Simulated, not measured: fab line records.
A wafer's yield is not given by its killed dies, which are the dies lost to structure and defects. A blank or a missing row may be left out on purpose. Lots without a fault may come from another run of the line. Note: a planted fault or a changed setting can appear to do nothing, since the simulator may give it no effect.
Which tool was responsible? / flow sky130 / 6 lots with 18 wafers sampled at 2 steps, on a route of 708 steps

== WHAT THE GAUGES SHOWED, per wafer ==
SKY_VT_ADJUST_PCH_OVL_MEAS_07.
lot=L208; measured=day 11 14:53; on=overlay-02; VT_ADJUST_PCH_OVL (nm)=2.4 -0.4 0.1
lot=L213; measured=day 12 23:02; on=overlay-01; VT_ADJUST_PCH_OVL (nm)=1.5 2.7 2.1
lot=L219; measured=day 14 14:31; on=overlay-02; VT_ADJUST_PCH_OVL (nm)=-1.2 -0.2 -0.4
lot=L221; measured=day 15 07:33; on=overlay-01; VT_ADJUST_PCH_OVL (nm)=-0.1 -0.8 -1.5
lot=L224; measured=day 16 11:22; on=overlay-01; VT_ADJUST_PCH_OVL (nm)=1.2 0.9 -0.4
lot=L227; measured=day 17 01:57; on=overlay-02; VT_ADJUST_PCH_OVL (nm)=0.5 -1.2 -2.1

== WHAT TOOL EACH LOT RAN ON (gives the tool, then ch and the chambers of the sampled wafers, and finally the start) ==
lot=L208; SKY_VT_ADJUST_PCH_EXPOSE_04=iline_stepper-01 ch 0, day 11 04:21
lot=L213; SKY_VT_ADJUST_PCH_EXPOSE_04=iline_stepper-01 ch 0, day 12 11:20
lot=L219; SKY_VT_ADJUST_PCH_EXPOSE_04=iline_stepper-01 ch 0, day 14 00:45
lot=L221; SKY_VT_ADJUST_PCH_EXPOSE_04=iline_stepper-02 ch 0, day 14 18:09
lot=L224; SKY_VT_ADJUST_PCH_EXPOSE_04=iline_stepper-02 ch 0, day 15 22:15
lot=L227; SKY_VT_ADJUST_PCH_EXPOSE_04=iline_stepper-01 ch 0, day 16 11:50
- SKY_VT_ADJUST_PCH_EXPOSE_04: exposes mask NWM, target cd 840 nm.

== THE ANSWER, worked out from the rows above alone ==
Rule: usual is defined by the lots themselves. Put in order of their means at a reading, lots are off if they are a third of the lots or fewer, leave a main group of 4 or more, and stand apart from it by a gap of 3 or more times the standard deviation of the main group's means; of several such gaps the widest counts. The tables above print the reading to a certain number of digits; a main group whose means all agree to those digits is not used. Also off: a lot with no number at a reading for which 4 or more lots have one. The other lots that the step has rows for count as sound.
Across all readings shown, no lot is off: no conclusion can be drawn from this.

== WHAT HAD BEEN PUT IN BY THE SIMULATOR ==
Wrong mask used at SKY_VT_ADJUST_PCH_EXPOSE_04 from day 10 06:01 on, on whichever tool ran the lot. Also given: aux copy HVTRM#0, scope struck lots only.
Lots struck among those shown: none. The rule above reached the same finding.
